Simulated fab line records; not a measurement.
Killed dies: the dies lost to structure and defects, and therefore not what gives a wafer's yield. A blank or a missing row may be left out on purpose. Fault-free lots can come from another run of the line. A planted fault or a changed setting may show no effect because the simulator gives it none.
Comparing a struck lot with a sound one -- flow gf180mcu -- 19 out of 602 route steps
Sound: the wafers L105.2, L105.5, L105.6. Wafers struck: L107.1, L107.4, L107.5. The cause comes at the end.
Each step with rows lists, per side, the tool, then ch with its chambers, then its first start. Under that, the readings that differ: sound wafers -- struck wafers -- difference of the means -- sigmas: that difference in standard deviations of wafers without a fault.
alike: readings with means less than 2 such deviations apart, plus words and numbers identical on both sides. not compared: withheld readings, readings lacking a value on some wafer, bounds such as >300 that could conceal the same value, and numbers that have no deviation in the record and whose values overlap.
Wherever a step has rows on one side only, a row that says differs or no value, or a row with sigmas, the two part there. Numbers that have no deviation but don't overlap get no sigmas and don't part them. A reading that every wafer of one side lacks parts them only if that side has two wafers or more.

first, 1 step without rows for these wafers: GF_STI_CVD_23 (deposits SiO2, target thk 650 nm, time 108.3 s).
GF_STI_THK_MEAS_24:
  sound: film-metro-04 at day 3 15:20; struck: film-metro-03 at day 4 03:23
  alike: STI_CVD_23_THK
GF_STI_CMP_25: polishes, stops on Si3N4, t overpolish 33 s, target thk 524.6 nm.
  sound on cmp-02 ch 0,3, day 3 15:26; struck on cmp-02 ch 0,1,2, day 4 03:27
  alike: motor-current-A, overpolish-run-s, time-to-endpoint-s
then, 4 steps without rows for these wafers: GF_STI_WET_ETCH_26 (etches SiO2 in dHF, target depth 94 nm, time 188 s); GF_STI_WET_ETCH_27 (etches Si3N4 in H3PO4, target depth 160 nm, time 1825 s); GF_STI_WET_ETCH_28 (etches SiO2 in dHF, target depth 20 nm, time 40 s); GF_STI_OXIDATION_29 (stabilise 600 s, purge 300 s, target thk 10 nm).
GF_STI_THK_MEAS_30:
  sound: film-metro-04 at day 3 17:41; struck: film-metro-03 at day 4 06:02
  alike: STI_OXIDATION_02_THK
then, 4 steps without rows for these wafers: GF_DNWELL_DEHYDRATE_00 (time 60 s); GF_DNWELL_HMDS_01 (prime time 60 s); GF_DNWELL_COAT_02 (resist thk 3000 nm); GF_DNWELL_SOFTBAKE_03.
GF_DNWELL_EXPOSE_04: exposes mask DNWELL, target cd 1700 nm.
  sound on iline-stepper-02 ch 0, day 4 00:32; struck on iline-stepper-01 ch 0, day 4 13:08
reading,sound,struck,difference,sigmas
mask,DNWELL#0 DNWELL#0 DNWELL#0,Nwell#0 Nwell#0 Nwell#0,differs,
  alike: reticle-temp-C
then, 3 steps without rows for these wafers: GF_DNWELL_PEB_05; GF_DNWELL_DEVELOP_06 (develop time 60 s); GF_DNWELL_IMPLANT_07.
GF_DNWELL_STRIP_08: strips in O2/N2.
  sound on plasma-asher-04 ch 0,1, day 4 07:28; struck on plasma-asher-01 ch 1, day 4 20:24
  alike: drypump-motor-current-A, heater-power-w, oes-product-au, strip-time-to-endpoint-s
  not compared: rf-hours-counter-h
GF_DNWELL_TW_MEAS_09:
  sound: film-metro-02 at day 4 07:35; struck: film-metro-04 at day 4 20:50
reading,sound,struck,difference,sigmas
DNWELL_TW,1340 1344 1348,31 31 31,-1313,-99 or more
  not compared: hold
GF_PASSIVATION_PROBE_99:
  sound wafers here have rows in the record (prober-01, day 31 09:31); struck ones have none

WHERE THEY PART
At GF_DNWELL_EXPOSE_04 first; at GF_PASSIVATION_PROBE_99 last (within this record only).

WHY: what the simulator had put in
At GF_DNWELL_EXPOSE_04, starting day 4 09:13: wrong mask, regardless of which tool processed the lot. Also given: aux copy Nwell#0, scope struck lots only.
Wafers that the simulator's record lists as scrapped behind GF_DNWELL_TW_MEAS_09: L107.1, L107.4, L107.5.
